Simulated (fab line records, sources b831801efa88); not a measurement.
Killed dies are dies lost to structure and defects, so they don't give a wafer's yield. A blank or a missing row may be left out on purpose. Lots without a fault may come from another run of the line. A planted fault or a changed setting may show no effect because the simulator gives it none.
A struck lot beside a sound one | flow sky130 | 14 steps out of a route of 708
Sound: wafers L484.3, L484.4, L484.5. Struck: wafers L486.1, L486.5, L486.6. The cause comes at the end.
At each step with rows: each side's tool, then ch and its chambers, then its first start. Under that, the readings that differ: sound wafers | struck wafers | difference of the means | sigmas: that difference in standard deviations of wafers without a fault.
alike: readings whose means differ by less than 2 such deviations, and words and numbers that are the same on both sides. not compared: withheld readings, readings that some wafer has no value for, bounds like >300 that may hide the same value, and numbers for which the record gives no deviation and whose values overlap.
The two part at a step that has a row with sigmas, a row that says differs or no value, or rows on one side only. Numbers that don't overlap but have no deviation are shown without sigmas and don't part them. A reading that every wafer of one side lacks parts them only if that side has two wafers or more.

first, 4 steps without rows for these wafers: SKY_VT_ADJUST_PCH_SOFTBAKE_03; SKY_VT_ADJUST_PCH_EXPOSE_04 (exposes mask NWM, target cd 840 nm); SKY_VT_ADJUST_PCH_PEB_05; SKY_VT_ADJUST_PCH_DEVELOP_06 (develop time 60 s).
SKY_VT_ADJUST_PCH_OVL_MEAS_07:
  sound on overlay-02, day 11 17:04; struck on overlay-01, day 12 17:05
  reading                | sound       | struck         | difference | sigmas
  VT_ADJUST_PCH_OVL (nm) | 1.8 0.4 1.4 | -3.7 -1.7 -2.9 | -4.0       | -2
then, 1 step without rows for these wafers: SKY_VT_ADJUST_PCH_IMPLANT_08.
SKY_VT_ADJUST_PCH_STRIP_09: strips in O2/N2.
  sound on plasma_asher-02 ch 0,1, day 11 17:16; struck on plasma_asher-03 ch 0,1, day 12 17:17
  alike: drypump_motor_current_A, oes_product_au, strip_time_to_endpoint_s
  not compared: rf_hours_counter_h
SKY_VT_ADJUST_PCH_TW_MEAS_10:
  sound on film_metro-04, day 11 17:21; struck on film_metro-03, day 12 17:23
  alike: VT_ADJUST_PCH_TW
then, 4 steps without rows for these wafers: SKY_SONOS_TUNNEL_DEHYDRATE_00 (time 60 s); SKY_SONOS_TUNNEL_HMDS_01 (prime time 60 s); SKY_SONOS_TUNNEL_COAT_02 (resist thk 1140 nm); SKY_SONOS_TUNNEL_SOFTBAKE_03 (time 60 s).
SKY_SONOS_TUNNEL_EXPOSE_04: exposes mask TUNM, target cd 410 nm.
  sound on iline_stepper-01 ch 0, day 12 05:22; struck on iline_stepper-01, day 13 05:30
  no value came back on the struck wafers for exposure_dose_mJ_cm2, focus_offset_nm (nm); on the sound wafers exposure_dose_mJ_cm2 reads 136.01 136.09 136.05
  alike: mask
then, 1 step without rows for these wafers: SKY_SONOS_TUNNEL_PEB_05.

WHERE THEY PART
First at SKY_VT_ADJUST_PCH_OVL_MEAS_07; last, within this record, at SKY_SONOS_TUNNEL_EXPOSE_04.

WHY: what the simulator had put in
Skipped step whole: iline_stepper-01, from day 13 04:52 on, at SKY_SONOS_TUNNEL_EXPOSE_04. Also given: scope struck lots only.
